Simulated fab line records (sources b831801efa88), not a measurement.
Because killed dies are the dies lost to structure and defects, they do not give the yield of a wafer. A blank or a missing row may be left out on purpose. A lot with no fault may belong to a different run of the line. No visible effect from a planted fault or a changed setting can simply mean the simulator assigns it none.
A struck lot beside a sound one | flow gf180mcu | 18 out of 602 route steps
Sound: the wafers L420.2, L420.5, L420.6. Wafers L410.1, L410.2, L410.5 were the ones struck. Last of all comes the cause.
At each step with rows: each side's tool, then ch and its chambers, then its first start. Under that, the readings that differ: sound wafers | struck wafers | difference of the means | sigmas: that difference in standard deviations of wafers without a fault.
alike: words and numbers the same on both sides, and readings whose means are apart by under 2 such deviations; not compared: readings that were withheld, readings missing a value for some wafer, numbers with overlapping values and no deviation given by the record, and bounds like >300 which may hide the same value.
The two part at a step that has a row with sigmas, a row that says differs or no value, or rows on one side only. When numbers do not overlap yet have no deviation, they are printed without sigmas and do not part them. Lack of a reading on every wafer of one side parts them only where that side has two or more wafers.

first, 2 steps without rows for these wafers: GF_CONTACT_PEB_12 (peb time 90 s); GF_CONTACT_DEVELOP_13 (develop time 60 s).
GF_CONTACT_CD_MEAS_14 targets a cd of 220 nm.
  struck on cd sem-02, day 18 16:44; sound on cd sem-02, day 22 00:07
  alike: cd nm
GF_CONTACT_OVL_MEAS_15:
  struck on overlay-02, day 18 16:51; sound on overlay-02, day 22 00:13
  alike: CONTACT_OVL
GF_CONTACT_ETCH_16: etches BARC in N2/H2.
  sound on rie diel-02 ch 2,3, day 22 00:15; struck on rie diel-04 ch 1,2, day 18 16:53
  alike: drypump motor current A, oes product au, throttle valve pct
GF_CONTACT_ETCH_17: etches SiO2 in C4F8/O2/Ar, stops on CoSi2, target depth 860 nm.
  sound: rie diel-02 ch 2,3; struck: rie diel-04 ch 1,2
  alike: oes product au
GF_CONTACT_STRIP_18: strips in O2/N2.
  sound on plasma asher-03 ch 0,1, day 22 00:25; struck on plasma asher-02 ch 0,1, day 18 17:03
  alike: drypump motor current A, heater power w, oes product au
  not compared: rf hours counter h
then, 3 steps without rows for these wafers: GF_CONTACT_CLEAN_19 (cleans in SPM); GF_CONTACT_CLEAN_20 (cleans in DIW); GF_CONTACT_CLEAN_21 (cleans in dHF, time 20 s).
GF_CONTACT_SPUTTER_22: material Ti, target thk 15 nm, time 80.02 s.
  struck on pvd sputter-01, day 18 17:22; sound on pvd sputter-02, day 22 00:43
  alike: cathode dc power W, throttle valve pct
GF_CONTACT_SPUTTER_23: material TiN, target thk 10 nm, time 40 s.
  struck on pvd sputter-01, day 18 17:25; sound on pvd sputter-02, day 22 00:47
  alike: cathode dc power W, throttle valve pct
GF_CONTACT_CVD_24: deposits W, target thk 300 nm, time 90.339 s.
  sound on cvd w-01 ch 0,1, day 22 00:49; struck on cvd w-02 ch 0,1, day 18 17:28
  reading                               | sound                | struck               | difference | sigmas
  susceptor temp C (C)                  | 400.33 400.20 399.39 | 390.21 390.58 390.58 | -9.52      | -34
  model.W_of_CONTACT_CVD_24.thk nm (nm) | 299 299.6 301.3      | 245.1 247.4 248.3    | -53.0      |
  alike: heater power w
GF_CONTACT_RS_MEAS_25: uses a four-point probe to measure.
  struck on film metro-01, day 18 17:34; sound on film metro-04, day 22 00:56
  reading               | sound             | struck            | difference | sigmas
  CONTACT_W_RS (ohm/sq) | 0.383 0.383 0.381 | 0.467 0.464 0.463 | +0.082     | +21
GF_CONTACT_THK_MEAS_26: measures by xrf.
  struck on film metro-01, day 18 17:41; sound on film metro-04, day 22 01:03
  reading            | sound       | struck      | difference | sigmas
  CONTACT_W_THK (nm) | 299 300 302 | 250 253 254 | -48        | -14
GF_CONTACT_CMP_27: polishes, stops on SiO2, t overpolish 15 s, target thk 0 nm.
  sound on cmp-01 ch 0,3, day 22 01:06; struck on cmp-02 ch 1,2, day 18 17:47
  alike: motor current A, retaining ring pressure frac, time to endpoint s
then, 1 step without rows for these wafers: GF_M1_SPUTTER_00 (material Ti, target thk 37.5 nm, time 150 s).
-- the record jumps here: 12 days lie between the struck wafers' starts before and after (it left off in module M1 and takes up again in module PASSIVATION, whose first step shown is number 602 of the route) --
GF_PASSIVATION_PROBE_99:
  only the struck wafers here have rows in the record (prober-01, day 31 04:57); the sound ones have none

== WHERE THEY PART ==
First at GF_CONTACT_CVD_24; last, within this record, at GF_PASSIVATION_PROBE_99.

WHY: whatever the simulator had introduced
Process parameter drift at GF_CONTACT_CVD_24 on cvd w-02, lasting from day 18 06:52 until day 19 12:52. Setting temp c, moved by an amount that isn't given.
